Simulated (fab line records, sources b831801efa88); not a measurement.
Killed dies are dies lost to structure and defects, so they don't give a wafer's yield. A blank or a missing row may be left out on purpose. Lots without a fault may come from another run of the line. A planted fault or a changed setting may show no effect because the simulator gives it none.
fab line records | flow gf180mcu | part 2 of 2: steps 29 to 38 of 38
record lots=5 wafers=15 last_day=34
route steps=602 shown PSD@254 NSD@262 SAB@264 SALICIDE@278 CONTACT@287
lots that met no fault: from a run of the same line without faults
start_h: hours from the record's first day to the start of the lot's first wafer shown | wait_h: hours since the lot's step before | " the same as in the row above | L1.1+2: a row that stands for several wafers | - no value, or no start given | * or withheld: withheld | < > ~ a bound
route shown NAME@n: a module of which the file shows steps, and the number in the route of the first | usual: mean/standard deviation of fault-free wafers | same: alike in all rows | chamber/n: place in a boat | sites: the reading at each site | _std_site: their standard deviation | _edge_site: outer sites' mean less inner sites' | radius_mm: how far each site lies from the wafer's centre | mask NAME#n: copy n | behind: the tool/chamber that last shaped the wafer | hold: why the lot was held/for how many hours/how that ended | device: the transistor (n, p or np) that didn't switch | end of line: the same wafers' tests at the end of the route | a step without rows: its recipe alone | killed: dies lost to structure and defects at the first sort, not the wafer's yield | map: a wafer's dies, x killed, . not, _ none there
set.NAME: the setting as run; set.NAME@STEP: as run at that earlier step | model.NAME: the simulator's own value behind a step, which no gauge read
lots at some steps of the route; a table a step, a row a wafer
services: from which hour (start_h, from the record's first day; less than 0 if before it) a tool's chamber was out of use, for how many hours, and why
## steps
# step GF_SALICIDE_RS_MEAS_04
# recipe thk_meas_gauge=four-point-probe reads=TiN_of_SALICIDE_SPUTTER_03+Co_of_SALICIDE_SPUTTER_02
# usual SALICIDE_TIN_RS=16.34/0.27
# columns lot.wafer tool chamber start_h wait_h SALICIDE_TIN_RS[ohm/sq]
L078.2 film_metro-03 - 367.99 0.0 16.23
L078.5 " - " " 16.14
L078.6 " - " " 16.13
L081.1 film_metro-03 - 399.51 0.0 16.77
L081.5 " - " " 16.54
L081.6 " - " " 16.62
L083.3 film_metro-03 - 417.13 0.1 16.00
L083.4 " - " " 16.07
L083.5 " - " " 15.92
L084.2 film_metro-04 - 431.08 0.0 15.93
L084.3 " - " " 16.09
L084.6 " - " " 15.93
L095.3 film_metro-04 - 521.98 0.1 16.57
L095.4 " - " " 16.77
L095.5 " - " " 16.67
# step GF_SALICIDE_THK_MEAS_05
# recipe thk_meas_gauge=xrf reads=TiN_of_SALICIDE_SPUTTER_03
# usual SALICIDE_TIN_THK=19.80/0.2
# columns lot.wafer tool chamber start_h wait_h SALICIDE_TIN_THK[nm]
L078.2 film_metro-03 - 368.10 0.1 19.93
L078.5 " - " " 19.81
L078.6 " - " " 19.66
L081.1 film_metro-03 - 399.63 0.1 19.44
L081.5 " - " " 19.51
L081.6 " - " " 19.65
L083.3 film_metro-03 - 417.23 0.1 20.12
L083.4 " - " " 20.00
L083.5 " - " " 19.86
L084.2 film_metro-04 - 431.19 0.1 19.85
L084.3 " - " " 19.63
L084.6 " - " " 19.86
L095.3 film_metro-04 - 522.08 0.1 20.12
L095.4 " - " " 19.91
L095.5 " - " " 20.02
# step GF_SALICIDE_RTA_06
# recipe temp_c=530 time_s=30 ambient=N2
# usual chamber_o2_ppm=2.000/0.022 wafer_temp_C_max=532.7/0.74
# same lamp_power_pct=5.3
# columns lot.wafer tool chamber start_h wait_h chamber_o2_ppm wafer_temp_C_max
L078.2 rtp_anneal-02 0 368.16 0.1 1.971 533.3
L078.5 " 0 " " 1.963 533.5
L078.6 " 0 " " 2.011 532.6
L081.1 rtp_anneal-02 0 399.69 0.1 1.968 532.9
L081.5 " 0 " " 2.009 532.7
L081.6 " 0 " " 1.988 532.7
L083.3 rtp_anneal-02 0 417.31 0.1 2.007 534.0
L083.4 " 0 " " 1.993 533.1
L083.5 " 0 " " 1.997 533.2
L084.2 rtp_anneal-02 0 431.25 0.1 2.020 532.7
L084.3 " 0 " " 1.993 533.4
L084.6 " 0 " " 1.979 533.2
L095.3 rtp_anneal-02 0 522.15 0.1 2.021 533.9
L095.4 " 0 " " 2.015 533.1
L095.5 " 0 " " 2.009 532.1
# step GF_SALICIDE_WET_ETCH_07
# recipe chemistry=SPM target_depth_nm=120 dry=n2_spin
# columns lot.wafer tool chamber start_h wait_h
L078.2+5+6 wet_bench-02 0 368.25 0.1
L081.1+5+6 wet_bench-04 3 399.89 0.2
L083.3+4+5 wet_bench-04 3 417.37 0.1
L084.2+3+6 wet_bench-04 2 431.34 0.1
L095.3+4+5 wet_bench-04 0 522.22 0.1
# step GF_SALICIDE_RTA_08
# recipe temp_c=800 time_s=30 ambient=N2
# usual chamber_o2_ppm=2.001/0.021 lamp_power_pct=18.2/2.6 wafer_temp_C_max=803.6/1.1
# columns lot.wafer tool chamber start_h wait_h chamber_o2_ppm lamp_power_pct wafer_temp_C_max
L078.2 rtp_anneal-01 0 368.36 0.0 2.022 20.2 803.6
L078.5 " 0 " " 2.026 20.2 803.7
L078.6 " 0 " " 2.012 20.2 803.1
L081.1 rtp_anneal-01 0 399.99 0.0 2.045 20.2 803.7
L081.5 " 0 " " 2.014 20.2 802.2
L081.6 " 0 " " 2.037 20.2 803.6
L083.3 rtp_anneal-01 0 417.51 0.0 1.977 20.2 803.6
L083.4 " 0 " " 1.990 20.2 803.8
L083.5 " 0 " " 1.999 20.2 803.6
L084.2 rtp_anneal-01 0 431.45 0.0 1.987 20.2 803.2
L084.3 " 0 " " 1.997 20.2 804.0
L084.6 " 0 " " 1.995 20.2 802.8
L095.3 rtp_anneal-02 0 522.34 0.0 1.985 14.8 807.0
L095.4 " 0 " " 1.968 14.8 804.7
L095.5 " 0 " " 2.005 14.8 805.2
# step GF_CONTACT_CVD_00
# recipe material=SiO2 target_thk_nm=300 sigma_open_frac=0.3 temp_c=400 time_s=50 sih4_flow_sccm=60 pressure_mtorr=6
# columns lot.wafer tool chamber start_h wait_h
L078.2+5+6 hdpcvd-01 1,1,0 368.45 0.1
L081.1+5+6 hdpcvd-01 1,1,2 400.09 0.1
L083.3+4+5 hdpcvd-01 2,1,2 417.57 0.1
L084.2+3+6 hdpcvd-02 2,1,2 431.53 0.1
L095.3+4+5 hdpcvd-01 0,1,0 522.41 0.1
# step GF_CONTACT_THK_MEAS_01
# recipe reads=SiO2_of_CONTACT_CVD_00
# usual CONTACT_CVD_00_THK=301.6/2.7
# columns lot.wafer tool chamber start_h wait_h CONTACT_CVD_00_THK[nm]
L078.2 film_metro-03 - 368.50 0.0 303.8
L078.5 " - " " 303.6
L078.6 " - " " 301.8
L081.1 film_metro-03 - 400.14 0.0 304.7
L081.5 " - " " 301.4
L081.6 " - " " 303.0
L083.3 film_metro-04 - 417.64 0.0 302.5
L083.4 " - " " 302.7
L083.5 " - " " 299.8
L084.2 film_metro-04 - 431.58 0.0 303.1
L084.3 " - " " 298.9
L084.6 " - " " 301.7
L095.3 film_metro-04 - 522.47 0.0 300.9
L095.4 " - " " 300.7
L095.5 " - " " 302.4
# step GF_CONTACT_CVD_02
# recipe material=SiO2 target_thk_nm=860 precursor=TEOS temp_c=400 time_s=95.992 rf_w=600
# usual heater_power_w=672/69
# columns lot.wafer tool chamber start_h wait_h heater_power_w
L078.2 pecvd-02 1 368.55 0.0 793
L078.5 " 2 " " 703
L078.6 " 0 " " 681
L081.1 pecvd-02 0 400.20 0.1 630
L081.5 " 2 " " 658
L081.6 " 0 " " 630
L083.3 pecvd-01 0 417.68 0.0 672
L083.4 " 1 " " 591
L083.5 " 0 " " 702
L084.2 pecvd-02 2 431.63 0.0 644
L084.3 " 0 " " 718
L084.6 " 1 " " 659
L095.3 pecvd-02 1 522.51 0.0 744
L095.4 " 2 " " 722
L095.5 " 0 " " 705
# step GF_CONTACT_THK_MEAS_03
# recipe reads=SiO2_of_CONTACT_CVD_02
# usual CONTACT_CVD_02_THK=862/11
# columns lot.wafer tool chamber start_h wait_h CONTACT_CVD_02_THK[nm]
L078.2 film_metro-04 - 368.63 0.0 845
L078.5 " - " " 856
L078.6 " - " " 867
L081.1 film_metro-04 - 400.27 0.0 854
L081.5 " - " " 871
L081.6 " - " " 874
L083.3 film_metro-01 - 417.77 0.1 858
L083.4 " - " " 871
L083.5 " - " " 878
L084.2 film_metro-03 - 431.71 0.0 852
L084.3 " - " " 848
L084.6 " - " " 865
L095.3 film_metro-03 - 522.60 0.1 852
L095.4 " - " " 872
L095.5 " - " " 862
# step GF_CONTACT_CMP_04
# recipe material=SiO2 down_force_psi=4 platen_rpm=60 pad_velocity_m_s=0.94248
# usual motor_current_A=13.3/0.71 time_to_endpoint_s=112/5.4
# columns lot.wafer tool chamber start_h wait_h motor_current_A time_to_endpoint_s
L078.2 cmp-01 0 368.68 0.0 13.6 109
L078.5 " 0 " " 14.1 114
L078.6 " 1 " " 13.0 116
L081.1 cmp-01 1 400.43 0.1 13.4 113
L081.5 " 3 " " 12.7 117
L081.6 " 0 " " 14.9 117
L083.4 cmp-01 1 417.86 0.1 12.8 118
L083.3 " 3 " " 13.1 111
L083.5 " 1 " " 13.1 120
L084.2 cmp-02 2 431.76 0.0 12.7 108
L084.3 " 0 " " 13.9 106
L084.6 " 2 " " 13.1 115
L095.3 cmp-02 1 522.69 0.1 13.2 111
L095.4 " 2 " " 13.1 119
L095.5 " 0 " " 13.5 119
## services
# columns tool chamber start_h hours kind
pecvd-02 0 326.20 12.5 repair
wet_bench-01 - 330.98 3.9 repair
pecvd-04 0 340.21 22.6 repair
wet_bench-01 - 342.02 1.1 repair
rtp_anneal-02 - 347.16 5.0 pm
hdpcvd-01 - 348.49 2.8 pm
rie_diel-03 0 348.93 10.4 repair
iline_stepper-02 - 361.58 4.8 repair
pecvd-04 - 365.87 1.5 repair
plasma_asher-04 - 366.49 3.5 repair
wet_bench-04 - 368.04 4.4 pm
pecvd-02 - 368.88 14.0 pm
implanter-01 - 416.91 3.5 pm
implanter-01 - 420.92 0.6 repair
pecvd-02 - 425.30 0.9 repair
pecvd-02 2 433.88 4.8 repair
hdpcvd-01 - 434.16 1.6 repair
pvd_sputter-02 - 441.46 2.0 repair
pvd_sputter-02 - 454.16 1.8 repair
pecvd-02 - 455.29 2.8 pm
pecvd-04 2 494.91 5.6 repair
implanter-01 - 511.32 3.1 repair
implanter-01 - 514.38 15.1 repair
implanter-01 - 520.96 5.8 repair
